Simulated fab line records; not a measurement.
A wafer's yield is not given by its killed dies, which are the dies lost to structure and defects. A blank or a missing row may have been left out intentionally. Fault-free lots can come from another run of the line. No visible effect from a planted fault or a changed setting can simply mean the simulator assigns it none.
Which of the tools did it?    flow sky130    30 wafers sampled from 11 lots at 1 step of a route of 708

## WHAT EACH GAUGE READ, for each wafer
SKY_LOCAL_INTERCONNECT_CD_MEAS_11 targets a cd of 170 nm.
lot   measured      on         cd nm (nm)
L889  day 30 23:57  cd sem-01  171.5 172.2 171.4
L893  day 32 13:11  cd sem-01  172.5 172.0 173.9
L895  day 32 23:49  cd sem-02  169.7 170.4 167.9
L902  day 35 01:00  cd sem-01  167.7 169.1
L903  day 35 08:32  cd sem-02  169.6 168.8
L904  day 35 17:40  cd sem-02  169.8 170.7
L907  day 36 16:52  cd sem-01  167.4 167.0 167.4
L908  day 37 00:22  cd sem-01  169.9 170.5 171.5
L909  day 37 10:08  cd sem-01  169.8 169.1 169.0
L910  day 37 10:49  cd sem-01  170.2 170.8 169.3
L911  day 37 18:05  cd sem-01  171.6 170.9 171.5

## TOOL THAT RAN EACH LOT (tool first, then ch and the chambers of the sampled wafers, then the start)
Record: no process step prior to these readings.

## THE ANSWER, worked out from the rows above alone
Rule: usual is defined by the lots themselves. Put in order of their means at a reading, lots are off if they are a third of the lots or fewer, leave a main group of 4 or more, and stand apart from it by a gap of 3 or more times the standard deviation of the main group's means; of several such gaps the widest counts. A main group is skipped when, at the precision printed for the reading in the tables above, its means are all equal. Also off: a lot with no number at a reading for which 4 or more lots have one. Where the step has rows for the other lots, those lots are counted as sound.
No lot is off at any reading shown: from this, nothing can be told.

## WHAT THE SIMULATOR HAD INSERTED
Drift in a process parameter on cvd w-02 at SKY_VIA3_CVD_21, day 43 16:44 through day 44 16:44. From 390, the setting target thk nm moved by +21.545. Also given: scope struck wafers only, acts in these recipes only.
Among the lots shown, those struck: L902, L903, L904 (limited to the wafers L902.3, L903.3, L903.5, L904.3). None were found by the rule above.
